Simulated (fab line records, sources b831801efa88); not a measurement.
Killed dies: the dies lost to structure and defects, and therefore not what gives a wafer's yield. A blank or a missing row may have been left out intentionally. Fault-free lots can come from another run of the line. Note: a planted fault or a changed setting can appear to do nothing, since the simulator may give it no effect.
2 desks, one fault :: flow sky130 :: every desk sees just its own numbers, and what lay behind them comes last

== FOR THE TOOL OWNER'S DESK: lpcvd-02 ==
The tool's own readings at SKY_SONOS_ONO_CVD_02 (deposits Si3N4 from DCS/NH3, target thk 10.5 nm, time 180 s): means of the sampled wafers that have a number, for each lot that ran on this tool. Any lot whose mean is over 4 standard deviations away from the usual mean is out of limits and marked OUT; that distance is given in the brackets.
Columns: A = spike_tc_bottom_C at SKY_SONOS_ONO_CVD_02, usual 790 C; B = spike_tc_centre_C at SKY_SONOS_ONO_CVD_02, usual 769.8 C; C = spike_tc_lower_C at SKY_SONOS_ONO_CVD_02, usual 769.6 C; D = spike_tc_top_C at SKY_SONOS_ONO_CVD_02, usual 786.1 C; E = spike_tc_upper_C at SKY_SONOS_ONO_CVD_02, usual 769.1 C
lot: L669
first seen here: day 12 12:14
A: 792
B: 770.1
C: 768.9
D: 788.0
E: 769.4

lot: L672
first seen here: day 12 12:14
A: 784
B: 769.9
C: 769.7
D: 781.9
E: 769.0

lot: L671
first seen here: day 12 13:49
A: 784
B: 769.2
C: 768.8
D: 781.8
E: 769.5

lot: L673
first seen here: day 13 00:29
A: 791
B: 769.9
C: 770.3
D: 787.1
E: 769.5

lot: L674
first seen here: day 13 07:16
A: 784
B: 769.6
C: 768.9
D: 783.4
E: 769.9

lot: L677
first seen here: day 14 09:47
A: 784
B: 770.0
C: 769.8
D: 783.1
E: 769.9

lot: L679
first seen here: day 15 01:10
A: 784
B: 769.0
C: 770.0
D: 782.4
E: 770.3

lot: L681
first seen here: day 15 12:48
A: 791
B: 770.3
C: 768.8
D: 788.3
E: 768.7

lot: L682
first seen here: day 16 20:38
A: 791
B: 770.2
C: 770.1
D: 788.0
E: 769.2

lot: L683
first seen here: day 16 20:38
A: 785
B: 769.5
C: 768.9
D: 782.8
E: 768.1

lot: L685
first seen here: day 17 09:29
A: 783
B: 760.3 (-9.9) OUT
C: 761.3 (-8.3) OUT
D: 777.6
E: 760.4 (-8.7) OUT

lot: L684
first seen here: day 17 10:32
A: 783
B: 759.8 (-10) OUT
C: 760.5 (-9.1) OUT
D: 778.5
E: 760.1 (-9.0) OUT

lot: L687
first seen here: day 17 20:28
A: 776 (-4.1) OUT
B: 760.6 (-9.6) OUT
C: 761.0 (-8.6) OUT
D: 774.4 (-5.1) OUT
E: 759.1 (-10) OUT
This desk's verdict: out of limits on L684, L685, L687, starting with L685 at day 17 09:29 (spike_tc_centre_C at SKY_SONOS_ONO_CVD_02). Within limits: L669, L672, L671, L673, L674, L677, L679, L681, L682, L683.

== AT THE METROLOGY DESK ==
Means of the sampled wafers that have a number, per lot and without regard to the tool the lot ran on: this is what the gauges read. Any lot whose mean is over 4 standard deviations away from the usual mean is out of limits and marked OUT; that distance is given in the brackets.
Columns: A = VT_ADJUST_HVTR_OVL at SKY_VT_ADJUST_HVTR_OVL_MEAS_08, usual -0.5 nm; B = SONOS_TUNNEL_TW at SKY_SONOS_TUNNEL_TW_MEAS_12, usual 199; C = SONOS_ONO_CVD_02_THK at SKY_SONOS_ONO_THK_MEAS_03, usual 10.52 nm; D = SONOS_ONO_CVD_04_THK at SKY_SONOS_ONO_THK_MEAS_05, usual 5.69 nm
lot: L669
first seen here: day 10 07:23
A: -1.5
B: 201
C: 10.52
D: 5.67

lot: L672
first seen here: day 10 07:59
A: -1.0
B: 202
C: 10.51
D: 5.69

lot: L671
first seen here: day 10 09:53
A: -0.6
B: 194
C: 10.31
D: 5.66

lot: L673
first seen here: day 10 20:46
A: -1.2
B: 201
C: 10.48
D: 5.80

lot: L674
first seen here: day 11 00:04
A: 1.0
B: 200
C: 10.49
D: 5.69

lot: L677
first seen here: day 12 03:05
A: -1.3
B: 202
C: 10.66
D: 5.75

lot: L679
first seen here: day 12 18:20
A: -1.5
B: 201
C: 10.69
D: 5.64

lot: L681
first seen here: day 13 05:29
A: -1.2
B: 198
C: 10.60
D: 5.73

lot: L682
first seen here: day 13 20:23
A: 1.3
B: 202
C: 10.44
D: 5.53

lot: L683
first seen here: day 14 09:01
A: -0.5
B: 202
C: 10.60
D: 5.81

lot: L685
first seen here: day 15 00:16
A: -3.4
B: 200
C: 8.93 (-12) OUT
D: 5.77

lot: L684
first seen here: day 15 00:43
A: 0.4
B: 195
C: 8.76 (-14) OUT
D: 5.73

lot: L687
first seen here: day 15 10:23
A: 0.2
B: 200
C: 8.84 (-13) OUT
D: 5.73
This desk finds L684, L685, L687 out of limits, with the earliest case on L685 at day 17 10:32 (SONOS_ONO_CVD_02_THK at SKY_SONOS_ONO_THK_MEAS_03). Within limits: L669, L672, L671, L673, L674, L677, L679, L681, L682, L683.

== PUT TOGETHER ==
The tool owner's desk could have raised an alarm at day 17 09:29, on L684, L685, L687.
An alarm was possible from the metrology desk at day 17 10:32, on L684, L685, L687.
SKY_SONOS_ONO_CVD_02 was run on lpcvd-02 by each of the lots named.

== WHAT THE SIMULATOR PUT IN ==
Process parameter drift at SKY_SONOS_ONO_CVD_02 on lpcvd-02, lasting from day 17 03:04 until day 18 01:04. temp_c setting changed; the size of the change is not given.
Shown lots that were struck: L684, L685, L687.
Delay (hours) between the fault's onset and each desk's first out-of-limits reading: 6 at the tool owner's desk, 7 at the metrology desk.
